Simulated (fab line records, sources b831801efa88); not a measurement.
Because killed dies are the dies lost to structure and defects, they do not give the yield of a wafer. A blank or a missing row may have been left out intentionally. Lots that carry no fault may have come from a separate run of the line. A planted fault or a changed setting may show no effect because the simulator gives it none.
fab line records :: flow sky130
record
  lots=13
  wafers=39
  lastDay=50
route steps=708 shown SD_P@328 SD_N@346
lots that met no fault: from a run of the same line without faults
startH: the number of hours between the record's first day and the start of the first shown wafer of the lot :: waitH: how many hours have passed since the lot's step before this one :: " same as the row above :: L1.1+2: a single row standing in for several wafers :: - no value present, or no start provided :: * or withheld: withheld :: < > ~ a bound
route shown NAME@n: names a module that has steps shown in the file, with the first one's number in the route :: usual: the fault-free wafers' mean and standard deviation :: same: alike in all rows :: chamber/n: place in a boat :: sites: readings site by site :: _std_site: standard deviation of those values :: _edge_site: outer sites' mean less inner sites' :: radiusMm: for every site, how far away it sits from the centre of the wafer :: mask NAME#n: copy n :: behind: the last tool/chamber to shape the wafer :: hold: why the lot went on hold/how many hours it stayed there/how the hold came to an end :: device: the n, p or np transistor that did not switch :: end of line: tests run on the same wafers once the route is complete :: where a step has no rows: the recipe by itself :: killed: dies lost to structure and defects at the first sort, not the wafer's yield :: map: per-die view of a wafer (x killed, . not killed, _ where there is no die)
set.NAME: the setting the step ran with; set.NAME@STEP: the setting that earlier step ran with :: model.NAME: the simulator's own value behind a step, which no gauge read
route steps across a sampled set of lots; one table per step, one row per wafer
services: from which hour (startH, from the record's first day; less than 0 if before it) a tool's chamber was out of use, for how many hours, and why
## steps
# step SKY_SD_P_OVL_MEAS_08
# usual
  SD_P_OVL=0.3/1.2
lot.wafer: L931.1
tool: overlay-01
chamber: -
startH: 598.68
waitH: 0.1
SD_P_OVL[nm]: 2.8

lot.wafer: L931.4
tool: overlay-01
chamber: -
startH: 598.68
waitH: 0.1
SD_P_OVL[nm]: 2.2

lot.wafer: L931.5
tool: overlay-01
chamber: -
startH: 598.68
waitH: 0.1
SD_P_OVL[nm]: -0.3

lot.wafer: L930.3
tool: overlay-02
chamber: -
startH: 601.55
waitH: 0.1
SD_P_OVL[nm]: -2.5

lot.wafer: L930.4
tool: overlay-02
chamber: -
startH: 601.55
waitH: 0.1
SD_P_OVL[nm]: -0.4

lot.wafer: L930.6
tool: overlay-02
chamber: -
startH: 601.55
waitH: 0.1
SD_P_OVL[nm]: -2.8

lot.wafer: L932.1
tool: overlay-01
chamber: -
startH: 607.03
waitH: 0.1
SD_P_OVL[nm]: 0.0

lot.wafer: L932.4
tool: overlay-01
chamber: -
startH: 607.03
waitH: 0.1
SD_P_OVL[nm]: -1.3

lot.wafer: L932.6
tool: overlay-01
chamber: -
startH: 607.03
waitH: 0.1
SD_P_OVL[nm]: 0.1

lot.wafer: L933.2
tool: overlay-02
chamber: -
startH: 608.36
waitH: 0.1
SD_P_OVL[nm]: 0.4

lot.wafer: L933.3
tool: overlay-02
chamber: -
startH: 608.36
waitH: 0.1
SD_P_OVL[nm]: 0.0

lot.wafer: L933.6
tool: overlay-02
chamber: -
startH: 608.36
waitH: 0.1
SD_P_OVL[nm]: 1.0

lot.wafer: L934.3
tool: overlay-02
chamber: -
startH: 614.01
waitH: 0.1
SD_P_OVL[nm]: 1.7

lot.wafer: L934.4
tool: overlay-02
chamber: -
startH: 614.01
waitH: 0.1
SD_P_OVL[nm]: 0.6

lot.wafer: L934.5
tool: overlay-02
chamber: -
startH: 614.01
waitH: 0.1
SD_P_OVL[nm]: 1.0

lot.wafer: L936.2
tool: overlay-01
chamber: -
startH: 639.91
waitH: 0.1
SD_P_OVL[nm]: 0.9

lot.wafer: L936.5
tool: overlay-01
chamber: -
startH: 639.91
waitH: 0.1
SD_P_OVL[nm]: 2.1

lot.wafer: L936.6
tool: overlay-01
chamber: -
startH: 639.91
waitH: 0.1
SD_P_OVL[nm]: -0.1

lot.wafer: L938.4
tool: overlay-02
chamber: -
startH: 665.77
waitH: 0.1
SD_P_OVL[nm]: -1.4

lot.wafer: L938.5
tool: overlay-02
chamber: -
startH: 665.77
waitH: 0.1
SD_P_OVL[nm]: -1.0

lot.wafer: L938.6
tool: overlay-02
chamber: -
startH: 665.77
waitH: 0.1
SD_P_OVL[nm]: -2.2

lot.wafer: L939.1
tool: overlay-02
chamber: -
startH: 684.50
waitH: 0.1
SD_P_OVL[nm]: 0.1

lot.wafer: L939.3
tool: overlay-02
chamber: -
startH: 684.50
waitH: 0.1
SD_P_OVL[nm]: -0.3

lot.wafer: L939.5
tool: overlay-02
chamber: -
startH: 684.50
waitH: 0.1
SD_P_OVL[nm]: 1.2

lot.wafer: L942.1
tool: overlay-01
chamber: -
startH: 695.75
waitH: 0.1
SD_P_OVL[nm]: 2.2

lot.wafer: L942.4
tool: overlay-01
chamber: -
startH: 695.75
waitH: 0.1
SD_P_OVL[nm]: 0.4

lot.wafer: L942.6
tool: overlay-01
chamber: -
startH: 695.75
waitH: 0.1
SD_P_OVL[nm]: -0.5

lot.wafer: L943.3
tool: overlay-01
chamber: -
startH: 708.32
waitH: 0.1
SD_P_OVL[nm]: -0.2

lot.wafer: L943.5
tool: overlay-01
chamber: -
startH: 708.32
waitH: 0.1
SD_P_OVL[nm]: 0.4

lot.wafer: L943.6
tool: overlay-01
chamber: -
startH: 708.32
waitH: 0.1
SD_P_OVL[nm]: 0.2

lot.wafer: L944.1
tool: overlay-01
chamber: -
startH: 713.13
waitH: 0.1
SD_P_OVL[nm]: 0.3

lot.wafer: L944.3
tool: overlay-01
chamber: -
startH: 713.13
waitH: 0.1
SD_P_OVL[nm]: 2.4

lot.wafer: L944.4
tool: overlay-01
chamber: -
startH: 713.13
waitH: 0.1
SD_P_OVL[nm]: -0.2

lot.wafer: L952.1
tool: overlay-02
chamber: -
startH: 771.33
waitH: 0.1
SD_P_OVL[nm]: 1.1

lot.wafer: L952.3
tool: overlay-02
chamber: -
startH: 771.33
waitH: 0.1
SD_P_OVL[nm]: 2.0

lot.wafer: L952.4
tool: overlay-02
chamber: -
startH: 771.33
waitH: 0.1
SD_P_OVL[nm]: 1.3

lot.wafer: L953.1
tool: overlay-01
chamber: -
startH: 775.56
waitH: 0.1
SD_P_OVL[nm]: 1.1

lot.wafer: L953.2
tool: overlay-01
chamber: -
startH: 775.56
waitH: 0.1
SD_P_OVL[nm]: 1.7

lot.wafer: L953.4
tool: overlay-01
chamber: -
startH: 775.56
waitH: 0.1
SD_P_OVL[nm]: -0.3
# step SKY_SD_N_EXPOSE_04
# recipe
  maskId=NSDM
  na=0.6
  sourceShape=conventional
  sigmaOuter=0.6
  polarization=unpolarized
  targetCdNm=380
  doseMj=141
# usual
  stageVelMmS=500.08/0.25
# same
  sigmaOuter=0.6
lot.wafer: L931.1
tool: ilineStepper-02
chamber: 0
startH: 642.84
waitH: -
mask: NSDM#0
stageVelMmS: 500.91

lot.wafer: L931.4
tool: ilineStepper-02
chamber: 0
startH: 642.84
waitH: -
mask: NSDM#0
stageVelMmS: 500.89

lot.wafer: L931.5
tool: ilineStepper-02
chamber: 0
startH: 642.84
waitH: -
mask: NSDM#0
stageVelMmS: 500.47

lot.wafer: L930.3
tool: ilineStepper-02
chamber: 0
startH: 645.67
waitH: -
mask: NSDM#0
stageVelMmS: 500.33

lot.wafer: L930.4
tool: ilineStepper-02
chamber: 0
startH: 645.67
waitH: -
mask: NSDM#0
stageVelMmS: 500.21

lot.wafer: L930.6
tool: ilineStepper-02
chamber: 0
startH: 645.67
waitH: -
mask: NSDM#0
stageVelMmS: 500.51

lot.wafer: L932.1
tool: ilineStepper-01
chamber: 0
startH: 651.60
waitH: -
mask: NSDM#0
stageVelMmS: 499.93

lot.wafer: L932.4
tool: ilineStepper-01
chamber: 0
startH: 651.60
waitH: -
mask: NSDM#0
stageVelMmS: 500.01

lot.wafer: L932.6
tool: ilineStepper-01
chamber: 0
startH: 651.60
waitH: -
mask: NSDM#0
stageVelMmS: 499.79

lot.wafer: L933.2
tool: ilineStepper-01
chamber: 0
startH: 653.00
waitH: -
mask: NSDM#0
stageVelMmS: 500.50

lot.wafer: L933.3
tool: ilineStepper-01
chamber: 0
startH: 653.00
waitH: -
mask: NSDM#0
stageVelMmS: 500.08

lot.wafer: L933.6
tool: ilineStepper-01
chamber: 0
startH: 653.00
waitH: -
mask: NSDM#0
stageVelMmS: 499.79

lot.wafer: L934.3
tool: ilineStepper-02
chamber: 0
startH: 659.56
waitH: -
mask: NSDM#0
stageVelMmS: 499.98

lot.wafer: L934.4
tool: ilineStepper-02
chamber: 0
startH: 659.56
waitH: -
mask: NSDM#0
stageVelMmS: 500.17

lot.wafer: L934.5
tool: ilineStepper-02
chamber: 0
startH: 659.56
waitH: -
mask: NSDM#0
stageVelMmS: 500.16

lot.wafer: L936.2
tool: ilineStepper-01
chamber: 0
startH: 685.72
waitH: -
mask: NSDM#0
stageVelMmS: 500.26

lot.wafer: L936.5
tool: ilineStepper-01
chamber: 0
startH: 685.72
waitH: -
mask: NSDM#0
stageVelMmS: 500.27

lot.wafer: L936.6
tool: ilineStepper-01
chamber: 0
startH: 685.72
waitH: -
mask: NSDM#0
stageVelMmS: 499.83

lot.wafer: L938.4
tool: ilineStepper-01
chamber: 0
startH: 708.97
waitH: -
mask: NSDM#0
stageVelMmS: 500.02

lot.wafer: L938.5
tool: ilineStepper-01
chamber: 0
startH: 708.97
waitH: -
mask: NSDM#0
stageVelMmS: 499.82

lot.wafer: L938.6
tool: ilineStepper-01
chamber: 0
startH: 708.97
waitH: -
mask: NSDM#0
stageVelMmS: 499.91

lot.wafer: L939.1
tool: ilineStepper-01
chamber: 0
startH: 726.93
waitH: -
mask: NSDM#0
stageVelMmS: 500.16

lot.wafer: L939.3
tool: ilineStepper-01
chamber: 0
startH: 726.93
waitH: -
mask: NSDM#0
stageVelMmS: 500.27

lot.wafer: L939.5
tool: ilineStepper-01
chamber: 0
startH: 726.93
waitH: -
mask: NSDM#0
stageVelMmS: 500.31

lot.wafer: L942.1
tool: ilineStepper-01
chamber: 0
startH: 738.91
waitH: -
mask: NSDM#0
stageVelMmS: 500.46

lot.wafer: L942.4
tool: ilineStepper-01
chamber: 0
startH: 738.91
waitH: -
mask: NSDM#0
stageVelMmS: 500.45

lot.wafer: L942.6
tool: ilineStepper-01
chamber: 0
startH: 738.91
waitH: -
mask: NSDM#0
stageVelMmS: 500.13

lot.wafer: L943.3
tool: ilineStepper-01
chamber: 0
startH: 751.04
waitH: -
mask: NSDM_R1#0
stageVelMmS: 500.23

lot.wafer: L943.5
tool: ilineStepper-01
chamber: 0
startH: 751.04
waitH: -
mask: NSDM_R1#0
stageVelMmS: 500.24

lot.wafer: L943.6
tool: ilineStepper-01
chamber: 0
startH: 751.04
waitH: -
mask: NSDM_R1#0
stageVelMmS: 500.33

lot.wafer: L944.1
tool: ilineStepper-02
chamber: 0
startH: 755.77
waitH: -
mask: NSDM#0
stageVelMmS: 499.94

lot.wafer: L944.3
tool: ilineStepper-02
chamber: 0
startH: 755.77
waitH: -
mask: NSDM#0
stageVelMmS: 500.28

lot.wafer: L944.4
tool: ilineStepper-02
chamber: 0
startH: 755.77
waitH: -
mask: NSDM#0
stageVelMmS: 500.16

lot.wafer: L952.1
tool: ilineStepper-01
chamber: 0
startH: 811.67
waitH: -
mask: NSDM#0
stageVelMmS: 500.29

lot.wafer: L952.3
tool: ilineStepper-01
chamber: 0
startH: 811.67
waitH: -
mask: NSDM#0
stageVelMmS: 500.05

lot.wafer: L952.4
tool: ilineStepper-01
chamber: 0
startH: 811.67
waitH: -
mask: NSDM#0
stageVelMmS: 499.77

lot.wafer: L953.1
tool: ilineStepper-02
chamber: 0
startH: 814.77
waitH: -
mask: NSDM#0
stageVelMmS: 500.28

lot.wafer: L953.2
tool: ilineStepper-02
chamber: 0
startH: 814.77
waitH: -
mask: NSDM#0
stageVelMmS: 500.23

lot.wafer: L953.4
tool: ilineStepper-02
chamber: 0
startH: 814.77
waitH: -
mask: NSDM#0
stageVelMmS: 500.06
# step SKY_SD_N_CD_MEAS_07
# recipe
  targetCdNm=380
# usual
  cdNm=380.9/2.5
lot.wafer: L931.1
tool: cdSem-01
chamber: -
startH: 657.98
waitH: 0.1
cdNm: 380.9

lot.wafer: L931.4
tool: cdSem-01
chamber: -
startH: 657.98
waitH: 0.1
cdNm: 380.3

lot.wafer: L931.5
tool: cdSem-01
chamber: -
startH: 657.98
waitH: 0.1
cdNm: 383.3

lot.wafer: L930.3
tool: cdSem-01
chamber: -
startH: 661.07
waitH: 0.1
cdNm: 380.2

lot.wafer: L930.4
tool: cdSem-01
chamber: -
startH: 661.07
waitH: 0.1
cdNm: 379.2

lot.wafer: L930.6
tool: cdSem-01
chamber: -
startH: 661.07
waitH: 0.1
cdNm: 378.8

lot.wafer: L932.1
tool: cdSem-01
chamber: -
startH: 665.93
waitH: 0.1
cdNm: 379.3

lot.wafer: L932.4
tool: cdSem-01
chamber: -
startH: 665.93
waitH: 0.1
cdNm: 379.0

lot.wafer: L932.6
tool: cdSem-01
chamber: -
startH: 665.93
waitH: 0.1
cdNm: 377.6

lot.wafer: L933.2
tool: cdSem-01
chamber: -
startH: 666.85
waitH: 0.1
cdNm: 380.6

lot.wafer: L933.3
tool: cdSem-01
chamber: -
startH: 666.85
waitH: 0.1
cdNm: 384.4

lot.wafer: L933.6
tool: cdSem-01
chamber: -
startH: 666.85
waitH: 0.1
cdNm: 385.1

lot.wafer: L934.3
tool: cdSem-02
chamber: -
startH: 673.33
waitH: 0.1
cdNm: 381.8

lot.wafer: L934.4
tool: cdSem-02
chamber: -
startH: 673.33
waitH: 0.1
cdNm: 382.5

lot.wafer: L934.5
tool: cdSem-02
chamber: -
startH: 673.33
waitH: 0.1
cdNm: 381.9

lot.wafer: L936.2
tool: cdSem-01
chamber: -
startH: 699.00
waitH: 0.1
cdNm: 378.3

lot.wafer: L936.5
tool: cdSem-01
chamber: -
startH: 699.00
waitH: 0.1
cdNm: 378.9

lot.wafer: L936.6
tool: cdSem-01
chamber: -
startH: 699.00
waitH: 0.1
cdNm: 379.9

lot.wafer: L938.4
tool: cdSem-01
chamber: -
startH: 723.01
waitH: 0.1
cdNm: 380.0

lot.wafer: L938.5
tool: cdSem-01
chamber: -
startH: 723.01
waitH: 0.1
cdNm: 377.6

lot.wafer: L938.6
tool: cdSem-01
chamber: -
startH: 723.01
waitH: 0.1
cdNm: 378.8

lot.wafer: L939.1
tool: cdSem-01
chamber: -
startH: 741.59
waitH: 0.1
cdNm: 378.7

lot.wafer: L939.3
tool: cdSem-01
chamber: -
startH: 741.59
waitH: 0.1
cdNm: 379.1

lot.wafer: L939.5
tool: cdSem-01
chamber: -
startH: 741.59
waitH: 0.1
cdNm: 377.5

lot.wafer: L942.1
tool: cdSem-02
chamber: -
startH: 752.60
waitH: 0.1
cdNm: 385.8

lot.wafer: L942.4
tool: cdSem-02
chamber: -
startH: 752.60
waitH: 0.1
cdNm: 385.0

lot.wafer: L942.6
tool: cdSem-02
chamber: -
startH: 752.60
waitH: 0.1
cdNm: 386.7

lot.wafer: L943.3
tool: cdSem-02
chamber: -
startH: 764.27
waitH: 0.1
cdNm: 335.6

lot.wafer: L943.5
tool: cdSem-02
chamber: -
startH: 764.27
waitH: 0.1
cdNm: 334.5

lot.wafer: L943.6
tool: cdSem-02
chamber: -
startH: 764.27
waitH: 0.1
cdNm: 338.2

lot.wafer: L944.1
tool: cdSem-02
chamber: -
startH: 769.40
waitH: 0.1
cdNm: 379.6

lot.wafer: L944.3
tool: cdSem-02
chamber: -
startH: 769.40
waitH: 0.1
cdNm: 379.0

lot.wafer: L944.4
tool: cdSem-02
chamber: -
startH: 769.40
waitH: 0.1
cdNm: 379.0

lot.wafer: L952.1
tool: cdSem-02
chamber: -
startH: 824.49
waitH: 0.1
cdNm: 383.1

lot.wafer: L952.3
tool: cdSem-02
chamber: -
startH: 824.49
waitH: 0.1
cdNm: 382.9

lot.wafer: L952.4
tool: cdSem-02
chamber: -
startH: 824.49
waitH: 0.1
cdNm: 384.7

lot.wafer: L953.1
tool: cdSem-01
chamber: -
startH: 827.59
waitH: 0.1
cdNm: 379.8

lot.wafer: L953.2
tool: cdSem-01
chamber: -
startH: 827.59
waitH: 0.1
cdNm: 380.1

lot.wafer: L953.4
tool: cdSem-01
chamber: -
startH: 827.59
waitH: 0.1
cdNm: 383.0
# step SKY_SD_N_TW_MEAS_12
# usual
  SD_N_TW=3993/34
lot.wafer: L931.1
tool: filmMetro-02
chamber: -
startH: 658.54
waitH: 0.1
SD_N_TW: 4058

lot.wafer: L931.4
tool: filmMetro-02
chamber: -
startH: 658.54
waitH: 0.1
SD_N_TW: 4058

lot.wafer: L931.5
tool: filmMetro-02
chamber: -
startH: 658.54
waitH: 0.1
SD_N_TW: 4069

lot.wafer: L930.3
tool: filmMetro-02
chamber: -
startH: 661.61
waitH: 0.1
SD_N_TW: 4037

lot.wafer: L930.4
tool: filmMetro-02
chamber: -
startH: 661.61
waitH: 0.1
SD_N_TW: 4036

lot.wafer: L930.6
tool: filmMetro-02
chamber: -
startH: 661.61
waitH: 0.1
SD_N_TW: 4035

lot.wafer: L932.1
tool: filmMetro-01
chamber: -
startH: 666.49
waitH: 0.1
SD_N_TW: 3965

lot.wafer: L932.4
tool: filmMetro-01
chamber: -
startH: 666.49
waitH: 0.1
SD_N_TW: 3983

lot.wafer: L932.6
tool: filmMetro-01
chamber: -
startH: 666.49
waitH: 0.1
SD_N_TW: 3988

lot.wafer: L933.2
tool: filmMetro-01
chamber: -
startH: 667.40
waitH: 0.1
SD_N_TW: 3970

lot.wafer: L933.3
tool: filmMetro-01
chamber: -
startH: 667.40
waitH: 0.1
SD_N_TW: 3971

lot.wafer: L933.6
tool: filmMetro-01
chamber: -
startH: 667.40
waitH: 0.1
SD_N_TW: 3977

lot.wafer: L934.3
tool: filmMetro-02
chamber: -
startH: 673.87
waitH: 0.1
SD_N_TW: 4015

lot.wafer: L934.4
tool: filmMetro-02
chamber: -
startH: 673.87
waitH: 0.1
SD_N_TW: 4007

lot.wafer: L934.5
tool: filmMetro-02
chamber: -
startH: 673.87
waitH: 0.1
SD_N_TW: 4000

lot.wafer: L936.2
tool: filmMetro-03
chamber: -
startH: 699.55
waitH: 0.1
SD_N_TW: 4012

lot.wafer: L936.5
tool: filmMetro-03
chamber: -
startH: 699.55
waitH: 0.1
SD_N_TW: 4010

lot.wafer: L936.6
tool: filmMetro-03
chamber: -
startH: 699.55
waitH: 0.1
SD_N_TW: 4001

lot.wafer: L938.4
tool: filmMetro-01
chamber: -
startH: 723.54
waitH: 0.1
SD_N_TW: 3981

lot.wafer: L938.5
tool: filmMetro-01
chamber: -
startH: 723.54
waitH: 0.1
SD_N_TW: 3983

lot.wafer: L938.6
tool: filmMetro-01
chamber: -
startH: 723.54
waitH: 0.1
SD_N_TW: 3949

lot.wafer: L939.1
tool: filmMetro-03
chamber: -
startH: 742.15
waitH: 0.1
SD_N_TW: 3983

lot.wafer: L939.3
tool: filmMetro-03
chamber: -
startH: 742.15
waitH: 0.1
SD_N_TW: 3987

lot.wafer: L939.5
tool: filmMetro-03
chamber: -
startH: 742.15
waitH: 0.1
SD_N_TW: 3964

lot.wafer: L942.1
tool: filmMetro-01
chamber: -
startH: 753.20
waitH: 0.1
SD_N_TW: 3962

lot.wafer: L942.4
tool: filmMetro-01
chamber: -
startH: 753.20
waitH: 0.1
SD_N_TW: 3949

lot.wafer: L942.6
tool: filmMetro-01
chamber: -
startH: 753.20
waitH: 0.1
SD_N_TW: 3943

lot.wafer: L943.3
tool: filmMetro-01
chamber: -
startH: 764.81
waitH: 0.1
SD_N_TW: 3974

lot.wafer: L943.5
tool: filmMetro-01
chamber: -
startH: 764.81
waitH: 0.1
SD_N_TW: 3948

lot.wafer: L943.6
tool: filmMetro-01
chamber: -
startH: 764.81
waitH: 0.1
SD_N_TW: 3949

lot.wafer: L944.1
tool: filmMetro-01
chamber: -
startH: 769.96
waitH: 0.1
SD_N_TW: 3943

lot.wafer: L944.3
tool: filmMetro-01
chamber: -
startH: 769.96
waitH: 0.1
SD_N_TW: 3955

lot.wafer: L944.4
tool: filmMetro-01
chamber: -
startH: 769.96
waitH: 0.1
SD_N_TW: 3920

lot.wafer: L952.1
tool: filmMetro-03
chamber: -
startH: 825.05
waitH: 0.1
SD_N_TW: 4003

lot.wafer: L952.3
tool: filmMetro-03
chamber: -
startH: 825.05
waitH: 0.1
SD_N_TW: 4003

lot.wafer: L952.4
tool: filmMetro-03
chamber: -
startH: 825.05
waitH: 0.1
SD_N_TW: 4021

lot.wafer: L953.1
tool: filmMetro-03
chamber: -
startH: 828.15
waitH: 0.1
SD_N_TW: 3968

lot.wafer: L953.2
tool: filmMetro-03
chamber: -
startH: 828.15
waitH: 0.1
SD_N_TW: 3976

lot.wafer: L953.4
tool: filmMetro-03
chamber: -
startH: 828.15
waitH: 0.1
SD_N_TW: 3987
# step SKY_SD_N_RS_MEAS_17
# recipe
  thkMeasGauge=four-point-probe
# usual
  SD_P_RS=147.2/0.43
lot.wafer: L931.1
tool: filmMetro-03
chamber: -
startH: 658.94
waitH: 0.1
SD_P_RS[ohm/sq]: 147.3

lot.wafer: L931.4
tool: filmMetro-03
chamber: -
startH: 658.94
waitH: 0.1
SD_P_RS[ohm/sq]: 146.8

lot.wafer: L931.5
tool: filmMetro-03
chamber: -
startH: 658.94
waitH: 0.1
SD_P_RS[ohm/sq]: 146.7

lot.wafer: L930.3
tool: filmMetro-02
chamber: -
startH: 662.03
waitH: 0.1
SD_P_RS[ohm/sq]: 147.7

lot.wafer: L930.4
tool: filmMetro-02
chamber: -
startH: 662.03
waitH: 0.1
SD_P_RS[ohm/sq]: 147.8

lot.wafer: L930.6
tool: filmMetro-02
chamber: -
startH: 662.03
waitH: 0.1
SD_P_RS[ohm/sq]: 147.3

lot.wafer: L932.1
tool: filmMetro-03
chamber: -
startH: 666.89
waitH: 0.1
SD_P_RS[ohm/sq]: 146.4

lot.wafer: L932.4
tool: filmMetro-03
chamber: -
startH: 666.89
waitH: 0.1
SD_P_RS[ohm/sq]: 146.3

lot.wafer: L932.6
tool: filmMetro-03
chamber: -
startH: 666.89
waitH: 0.1
SD_P_RS[ohm/sq]: 147.2

lot.wafer: L933.2
tool: filmMetro-03
chamber: -
startH: 667.81
waitH: 0.1
SD_P_RS[ohm/sq]: 147.1

lot.wafer: L933.3
tool: filmMetro-03
chamber: -
startH: 667.81
waitH: 0.1
SD_P_RS[ohm/sq]: 147.0

lot.wafer: L933.6
tool: filmMetro-03
chamber: -
startH: 667.81
waitH: 0.1
SD_P_RS[ohm/sq]: 147.1

lot.wafer: L934.3
tool: filmMetro-02
chamber: -
startH: 674.29
waitH: 0.1
SD_P_RS[ohm/sq]: 147.3

lot.wafer: L934.4
tool: filmMetro-02
chamber: -
startH: 674.29
waitH: 0.1
SD_P_RS[ohm/sq]: 147.6

lot.wafer: L934.5
tool: filmMetro-02
chamber: -
startH: 674.29
waitH: 0.1
SD_P_RS[ohm/sq]: 147.6

lot.wafer: L936.2
tool: filmMetro-02
chamber: -
startH: 699.96
waitH: 0.1
SD_P_RS[ohm/sq]: 147.4

lot.wafer: L936.5
tool: filmMetro-02
chamber: -
startH: 699.96
waitH: 0.1
SD_P_RS[ohm/sq]: 147.5

lot.wafer: L936.6
tool: filmMetro-02
chamber: -
startH: 699.96
waitH: 0.1
SD_P_RS[ohm/sq]: 147.4

lot.wafer: L938.4
tool: filmMetro-02
chamber: -
startH: 723.97
waitH: 0.1
SD_P_RS[ohm/sq]: 147.4

lot.wafer: L938.5
tool: filmMetro-02
chamber: -
startH: 723.97
waitH: 0.1
SD_P_RS[ohm/sq]: 147.8

lot.wafer: L938.6
tool: filmMetro-02
chamber: -
startH: 723.97
waitH: 0.1
SD_P_RS[ohm/sq]: 147.8

lot.wafer: L939.1
tool: filmMetro-02
chamber: -
startH: 742.55
waitH: 0.1
SD_P_RS[ohm/sq]: 148.0

lot.wafer: L939.3
tool: filmMetro-02
chamber: -
startH: 742.55
waitH: 0.1
SD_P_RS[ohm/sq]: 147.3

lot.wafer: L939.5
tool: filmMetro-02
chamber: -
startH: 742.55
waitH: 0.1
SD_P_RS[ohm/sq]: 147.8

lot.wafer: L942.1
tool: filmMetro-02
chamber: -
startH: 753.60
waitH: 0.1
SD_P_RS[ohm/sq]: 146.8

lot.wafer: L942.4
tool: filmMetro-02
chamber: -
startH: 753.60
waitH: 0.1
SD_P_RS[ohm/sq]: 147.4

lot.wafer: L942.6
tool: filmMetro-02
chamber: -
startH: 753.60
waitH: 0.1
SD_P_RS[ohm/sq]: 147.2

lot.wafer: L943.3
tool: filmMetro-02
chamber: -
startH: 765.23
waitH: 0.1
SD_P_RS[ohm/sq]: 146.9

lot.wafer: L943.5
tool: filmMetro-02
chamber: -
startH: 765.23
waitH: 0.1
SD_P_RS[ohm/sq]: 147.9

lot.wafer: L943.6
tool: filmMetro-02
chamber: -
startH: 765.23
waitH: 0.1
SD_P_RS[ohm/sq]: 147.1

lot.wafer: L944.1
tool: filmMetro-03
chamber: -
startH: 770.37
waitH: 0.1
SD_P_RS[ohm/sq]: 146.9

lot.wafer: L944.3
tool: filmMetro-03
chamber: -
startH: 770.37
waitH: 0.1
SD_P_RS[ohm/sq]: 147.1

lot.wafer: L944.4
tool: filmMetro-03
chamber: -
startH: 770.37
waitH: 0.1
SD_P_RS[ohm/sq]: 147.2

lot.wafer: L952.1
tool: filmMetro-02
chamber: -
startH: 825.45
waitH: 0.1
SD_P_RS[ohm/sq]: 147.5

lot.wafer: L952.3
tool: filmMetro-02
chamber: -
startH: 825.45
waitH: 0.1
SD_P_RS[ohm/sq]: 147.6

lot.wafer: L952.4
tool: filmMetro-02
chamber: -
startH: 825.45
waitH: 0.1
SD_P_RS[ohm/sq]: 147.9

lot.wafer: L953.1
tool: filmMetro-02
chamber: -
startH: 828.56
waitH: 0.1
SD_P_RS[ohm/sq]: 147.7

lot.wafer: L953.2
tool: filmMetro-02
chamber: -
startH: 828.56
waitH: 0.1
SD_P_RS[ohm/sq]: 147.9

lot.wafer: L953.4
tool: filmMetro-02
chamber: -
startH: 828.56
waitH: 0.1
SD_P_RS[ohm/sq]: 148.2
## services
tool: ilineStepper-01
chamber: -
startH: 642.12
hours: 1.7
kind: pm

tool: ilineStepper-01
chamber: 0
startH: 683.09
hours: -
kind: calibration

tool: ilineStepper-02
chamber: -
startH: 720.52
hours: 1.7
kind: pm

tool: ilineStepper-02
chamber: -
startH: 798.96
hours: 2.1
kind: pm

tool: ilineStepper-02
chamber: -
startH: 801.04
hours: -
kind: consumableReplace:lamp
## key
firstSign
  step=SKY_SD_N_EXPOSE_04
  reading=mask
  direction=changed
effect
  step=SKY_SD_N_CD_MEAS_07
  reading=cdNm
  direction=down
  sigmas=18
  usual=380.9
  struck=336.1
metAt SKY_SD_N_EXPOSE_04
struckLots L943
testerLeftOut L943
notActingAt SKY_SD_P_OVL_MEAS_08,SKY_SD_N_TW_MEAS_12,SKY_SD_N_RS_MEAS_17
onsetBetween 738.91 751.04
fault
  kind=wrongMask
  tool=any
  chamber=-
  onsetH=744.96
  steps=SKY_SD_N_EXPOSE_04
  auxCopy=NSDM_R1#0
  cdOffsetNm=-46
  scope=struckLotsOnly
# testerLeftOut: of these lots the tester's yield and bins aren't shown, on N5 and GAA mostly nor the transistor test; their killed dies are dies lost to structure and defects alone, not to doping, threshold or leakage, so they don't give the yield
